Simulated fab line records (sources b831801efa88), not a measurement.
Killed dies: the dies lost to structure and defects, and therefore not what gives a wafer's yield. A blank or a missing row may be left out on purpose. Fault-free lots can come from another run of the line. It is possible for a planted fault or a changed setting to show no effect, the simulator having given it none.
The tool behind it: which one? + flow sky130 + 6 lots, 18 wafers sampled, at 1 step of a route of 708

== WHAT EACH GAUGE READ, for each wafer ==
SKY_NWELL_OVL_MEAS_10.
| lot  | measured    | on         | NWELL_00_OVL (nm) |
|------|-------------|------------|-------------------|
| L478 | day 4 19:11 | overlay-02 | 1.6 2.0 1.2       |
| L480 | day 5 05:14 | overlay-02 | 1.0 0.5 -1.3      |
| L484 | day 6 05:20 | overlay-01 | 0.3 0.0 -1.3      |
| L486 | day 6 18:11 | overlay-01 | 1.7 0.7 -0.5      |
| L489 | day 7 12:23 | overlay-01 | 0.2 2.7 1.3       |
| L495 | day 8 23:05 | overlay-02 | -1.0 -1.3 -1.0    |

== EACH LOT AND THE TOOL THAT RAN IT (in order: tool; ch and the chambers of the sampled wafers; start) ==
The record holds no process step before these readings.

== THE ANSWER, worked out from the rows above alone ==
Rule: the lots themselves supply what counts as usual. The widest of any qualifying gaps counts: lots, ordered by their means at a reading, are off when they make up no more than a third of the lots, leave a main group of 4 or more, and stand apart from it by 3 or more times the standard deviation of that group's means. A main group is skipped when, at the precision printed for the reading in the tables above, its means are all equal. A lot without any number at a reading at which 4 lots or more have one is off too. The other lots that the step has rows for count as sound.
Across all readings shown, no lot is off: no conclusion can be drawn from this.

== WHAT THE SIMULATOR HAD INSERTED ==
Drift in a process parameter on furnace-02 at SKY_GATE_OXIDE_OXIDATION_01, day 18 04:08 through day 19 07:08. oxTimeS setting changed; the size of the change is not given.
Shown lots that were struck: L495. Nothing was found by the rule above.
